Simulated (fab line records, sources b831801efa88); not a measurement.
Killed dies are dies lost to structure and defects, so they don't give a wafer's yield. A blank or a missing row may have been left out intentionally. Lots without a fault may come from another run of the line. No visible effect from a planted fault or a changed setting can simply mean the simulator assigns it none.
Split-lot study    flow gf180mcu    23 wafers read from 5 lots, route of 602 steps

THE SPLIT ITSELF
At GF_V3_SPUTTER_21 (material Ti, target thk 15 nm, time 80.02 s), the setting chamberPressurePa was moved away from the recipe's 5 Pa on 15 of the 23 wafers read, by -13.7% to +6.3%. This setting was run at the recipe's value on the other wafers.

Reading taken at the split's own step.

THE READING
Ti_of_V3_SPUTTER_21.thkNm (the simulator's own value, which no gauge read), in nm, at GF_V3_SPUTTER_21 (material Ti, target thk 15 nm, time 80.02 s). No usual value for it is given in the file. Across the 8 wafers here that went through the recipe, the average is 14.86 nm and the standard deviation 0.1 nm.

wafer   tool, chamber at the split  chamberPressurePa as run, Pa  against the recipe  Ti_of_V3_SPUTTER_21.thkNm, nm  against lot-mates on the recipe
L074.2  pvdSputter-03, -            5                             recipe              14.82                          -
L074.4  pvdSputter-03, -            5                             recipe              14.79                          -
L074.6  pvdSputter-03, -            5                             recipe              14.68                          -
L076.1  pvdSputter-04, -            4.317                         -13.7%              17.13                          no lot-mate on the recipe
L076.2  pvdSputter-04, -            4.317                         -13.7%              17                             no lot-mate on the recipe
L076.3  pvdSputter-04, -            4.317                         -13.7%              17.02                          no lot-mate on the recipe
L076.5  pvdSputter-04, -            4.317                         -13.7%              17.15                          no lot-mate on the recipe
L076.6  pvdSputter-04, -            4.317                         -13.7%              16.9                           no lot-mate on the recipe
L077.1  pvdSputter-03, -            4.435                         -11.3%              16.8                           no lot-mate on the recipe
L077.3  pvdSputter-03, -            4.435                         -11.3%              16.89                          no lot-mate on the recipe
L077.4  pvdSputter-03, -            4.435                         -11.3%              16.9                           no lot-mate on the recipe
L077.5  pvdSputter-03, -            4.435                         -11.3%              16.99                          no lot-mate on the recipe
L077.6  pvdSputter-03, -            4.435                         -11.3%              17.05                          no lot-mate on the recipe
L081.2  pvdSputter-03, -            5.315                         +6.3%               14.12                          no lot-mate on the recipe
L081.3  pvdSputter-03, -            5.315                         +6.3%               14.13                          no lot-mate on the recipe
L081.5  pvdSputter-03, -            5.315                         +6.3%               14.13                          no lot-mate on the recipe
L081.4  pvdSputter-03, -            5.315                         +6.3%               14.1                           no lot-mate on the recipe
L081.6  pvdSputter-03, -            5.315                         +6.3%               14.2                           no lot-mate on the recipe
L084.1  pvdSputter-02, -            5                             recipe              14.89                          -
L084.2  pvdSputter-02, -            5                             recipe              14.83                          -
L084.3  pvdSputter-02, -            5                             recipe              14.91                          -
L084.4  pvdSputter-02, -            5                             recipe              14.87                          -
L084.5  pvdSputter-02, -            5                             recipe              15.07                          -

THE FIT
A straight line over all 23 wafers: Ti_of_V3_SPUTTER_21.thkNm changes by -0.156 nm for each +1% of chamberPressurePa; r = -0.99; the points scatter about the line by 0.17 nm.
Too few moved wafers with a lot-mate on the recipe to fit a line net of each lot's own level.

THE FILE'S OWN FIT
Ti_of_V3_SPUTTER_21.thkNm changes by -0.156 nm for each +1% of chamberPressurePa, r = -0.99.
